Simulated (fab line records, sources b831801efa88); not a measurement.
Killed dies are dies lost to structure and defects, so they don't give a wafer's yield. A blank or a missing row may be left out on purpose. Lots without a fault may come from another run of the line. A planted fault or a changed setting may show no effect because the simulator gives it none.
Tool commonality check | flow sky130 | 11 lots, 33 wafers sampled

WHY IT WAS OPENED
At SKY_GATE_OXIDE_THK_MEAS_02 the reading GATE_OXIDE_OXIDATION_00_THK is flagged on 2 of 11 lots. Wafers without a fault read 10.29 nm, standard deviation 0.19.
Rule: a lot is flagged when every wafer of it that has a number lies more than 4 standard deviations from that mean, or none has a number. The other lots count as sound.

lot  | measured     | on            | GATE_OXIDE_OXIDATION_00_THK (nm), wafer by wafer | flag
L903 | day 12 20:14 | film_metro-03 | 10.13 10.25 9.99                                 |
L904 | day 13 08:34 | film_metro-01 | 10.03 10.15 10.18                                |
L906 | day 13 18:31 | film_metro-04 | 10.46 10.27 10.24                                |
L907 | day 14 00:19 | film_metro-03 | 10.23 10.13 10.15                                |
L908 | day 14 14:14 | film_metro-04 | 10.37 10.38 10.23                                |
L909 | day 15 00:40 | film_metro-03 | 10.12 10.20 10.23                                |
L910 | day 15 05:46 | film_metro-04 | 10.23 10.30 10.14                                |
L919 | day 18 07:47 | film_metro-01 | 8.42 8.36 8.47                                   | FLAGGED
L920 | day 19 03:27 | film_metro-03 | 8.24 8.33 8.38                                   | FLAGGED
L922 | day 19 07:41 | film_metro-01 | 10.30 10.34 10.17                                |
L923 | day 20 15:16 | film_metro-01 | 10.36 10.21 10.18                                |
The numbers of the flagged lots are 8.37 nm on average: -1.92 nm against the usual, or -10 standard deviations.

WHICH TOOL RAN EACH LOT
The record holds 2 process steps before the reading, out of a route of 708 steps. In each cell: the tool, then ch and the chambers that the sampled wafers went through, then the start.
lot  | flag    | SKY_NWELL_STRIP_25                   | SKY_GATE_OXIDE_OXIDATION_01
L903 |         | plasma_asher-02 ch 0,1, day 5 09:25  | furnace-01 ch 0, day 12 18:49
L904 |         | plasma_asher-04 ch 0,1, day 5 20:20  | furnace-02 ch 0, day 13 07:10
L906 |         | plasma_asher-04 ch 0,1, day 6 02:33  | furnace-02 ch 0, day 13 17:07
L907 |         | plasma_asher-02 ch 0,1, day 6 06:27  | furnace-02 ch 0, day 13 22:55
L908 |         | plasma_asher-02 ch 0,1, day 6 14:04  | furnace-02 ch 0, day 14 12:49
L909 |         | plasma_asher-04 ch 0,1, day 7 00:07  | furnace-02 ch 0, day 14 23:14
L910 |         | plasma_asher-03 ch 0,1, day 7 03:28  | furnace-01 ch 0, day 15 04:21
L919 | FLAGGED | plasma_asher-03 ch 0,1, day 9 11:12  | furnace-02 ch 0, day 18 06:23
L920 | FLAGGED | plasma_asher-03 ch 0,1, day 9 16:25  | furnace-02 ch 0, day 19 02:02
L922 |         | plasma_asher-03 ch 0,1, day 10 05:57 | furnace-01 ch 0, day 19 06:16
L923 |         | plasma_asher-03 ch 0,1, day 10 12:12 | furnace-01 ch 0, day 20 13:51
What these steps do:
- SKY_NWELL_STRIP_25: strips in O2/N2.
- SKY_GATE_OXIDE_OXIDATION_01: stabilise 600 s, purge 300 s, target thk 10.268 nm.
- SKY_GATE_OXIDE_THK_MEAS_02

FLAGGED OVER TOTAL, TOOL BY TOOL (the gauges that took the reading come last)
step                        | tool            | lots run | flagged | share of the flagged lots | sound lots run after its first flagged lot
SKY_NWELL_STRIP_25          | plasma_asher-02 | 3        | 0       | none                      | -
SKY_NWELL_STRIP_25          | plasma_asher-03 | 5        | 2       | all                       | 2 (L922,L923)
SKY_NWELL_STRIP_25          | plasma_asher-04 | 3        | 0       | none                      | -
SKY_GATE_OXIDE_OXIDATION_01 | furnace-01      | 4        | 0       | none                      | -
SKY_GATE_OXIDE_OXIDATION_01 | furnace-02      | 7        | 2       | all                       | 0
SKY_GATE_OXIDE_THK_MEAS_02  | film_metro-01   | 4        | 1       | some                      | 2 (L922,L923)
SKY_GATE_OXIDE_THK_MEAS_02  | film_metro-03   | 4        | 1       | some                      | 0
SKY_GATE_OXIDE_THK_MEAS_02  | film_metro-04   | 3        | 0       | none                      | -

WHAT THE TABLE ALLOWS
2 rows of the table ran every flagged lot: plasma_asher-03 at SKY_NWELL_STRIP_25, furnace-02 at SKY_GATE_OXIDE_OXIDATION_01.
- plasma_asher-03 at SKY_NWELL_STRIP_25: 2 of its 5 lots flagged. Sound lots ran on it after the first flagged one (L922, L923), which a lasting fault on the whole tool wouldn't allow.
- furnace-02 at SKY_GATE_OXIDE_OXIDATION_01: 2 of its 7 lots flagged. Its last sound lot is L909 (day 14 23:14), its first flagged lot L919 (day 18 06:23): a fault that began between those two fits. Its own readings lie more than 4 standard deviations out on every wafer of the flagged lots: spike_tc_bottom_C, spike_tc_centre_C, spike_tc_lower_C, spike_tc_top_C, spike_tc_upper_C, tube_center_temp_C, tube_center_temp_C_max.
One tool is left: furnace-02 at SKY_GATE_OXIDE_OXIDATION_01.

WHAT THE SIMULATOR HAD PUT IN
Process parameter drift: furnace-02, from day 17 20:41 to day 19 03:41, at SKY_GATE_OXIDE_OXIDATION_01. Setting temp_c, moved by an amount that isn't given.
Lots struck among those shown: L919, L920. The rule above found the same.
